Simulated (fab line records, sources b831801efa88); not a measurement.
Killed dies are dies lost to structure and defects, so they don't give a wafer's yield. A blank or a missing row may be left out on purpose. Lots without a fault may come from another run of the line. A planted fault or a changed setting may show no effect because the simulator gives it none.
One fault seen from 2 desks | flow gf180mcu | each desk has only its own numbers; what lay behind them comes last

THE METROLOGY DESK
What the gauges read, lot by lot, whatever tool the lot ran on: means of the sampled wafers that have a number. A lot is out of limits, marked OUT, if its mean lies more than 4 standard deviations from the usual mean; the brackets give that distance.
Columns: A = VT_IMPLANT_02_OVL at GF_VT_IMPLANT_OVL_MEAS_29, usual 0.6 nm; B = DUAL_GATE_OVL at GF_DUAL_GATE_OVL_MEAS_11, usual -0.3 nm
lot  | first seen here | A    | B
L865 | day 6 23:25     | -1.0 | -0.1
L866 | day 7 04:28     | 1.3  | -0.8
L867 | day 7 08:19     | 1.7  | -0.5
L870 | day 8 11:44     | 1.3  | 0.3
L872 | day 8 22:10     | -1.7 | -0.7
L877 | day 10 09:11    | 1.9  | -2.6
L879 | day 10 18:34    | -0.8 | -1.2
L880 | day 11 00:38    | 1.3  | -1.7
L881 | day 11 07:11    | 0.1  | 1.2
L882 | day 11 12:31    | -0.8 | 0.1
L885 | day 12 09:03    | 0.8  | -2.0
L886 | day 12 18:11    | 3.4  | 0.1
L887 | day 13 00:22    | -0.5 | 0.5
L888 | day 13 04:59    | 0.2  | -0.4
This desk's finding: nothing out of limits on any of the 14 lots.

THE TOOL OWNER'S DESK: furnace-02
The tool's own readings at GF_POLY_GATE_OXIDATION_16 (stabilise 600 s, purge 300 s, target thk 4 nm): means of the sampled wafers that have a number, for each lot that ran on this tool. A lot is out of limits, marked OUT, if its mean lies more than 4 standard deviations from the usual mean; the brackets give that distance.
Columns: A = ox_temp_c at GF_POLY_GATE_OXIDATION_16, usual 849.9 C; B = ox_temp_c_max at GF_POLY_GATE_OXIDATION_16, usual 854.2; C = spike_tc_bottom_C at GF_POLY_GATE_OXIDATION_16, usual 869.6 C; D = zone_power_lower_pct at GF_POLY_GATE_OXIDATION_16, usual 13.9 %
lot  | first seen here | A     | B     | C     | D
L865 | day 9 07:17     | 850.1 | 855.0 | 869.8 | 11.9
L867 | day 9 16:52     | 849.9 | 853.8 | 869.6 | 12.0
L872 | day 11 12:15    | 849.3 | 853.1 | 869.3 | 12.0
L877 | day 12 23:31    | 850.3 | 853.9 | 868.5 | 12.1
L879 | day 13 11:52    | 850.2 | 853.7 | 869.6 | 12.0
L886 | day 15 15:58    | 849.6 | 853.8 | 868.5 | 11.9
L887 | day 15 23:05    | 849.5 | 853.5 | 869.6 | 12.0
L888 | day 16 04:44    | 849.9 | 854.2 | 869.4 | 12.0
This desk's finding: nothing out of limits on any of the 8 lots.

PUT TOGETHER
The metrology desk saw nothing out of limits.
The tool owner's desk saw nothing out of limits.

WHAT THE SIMULATOR HAD PUT IN
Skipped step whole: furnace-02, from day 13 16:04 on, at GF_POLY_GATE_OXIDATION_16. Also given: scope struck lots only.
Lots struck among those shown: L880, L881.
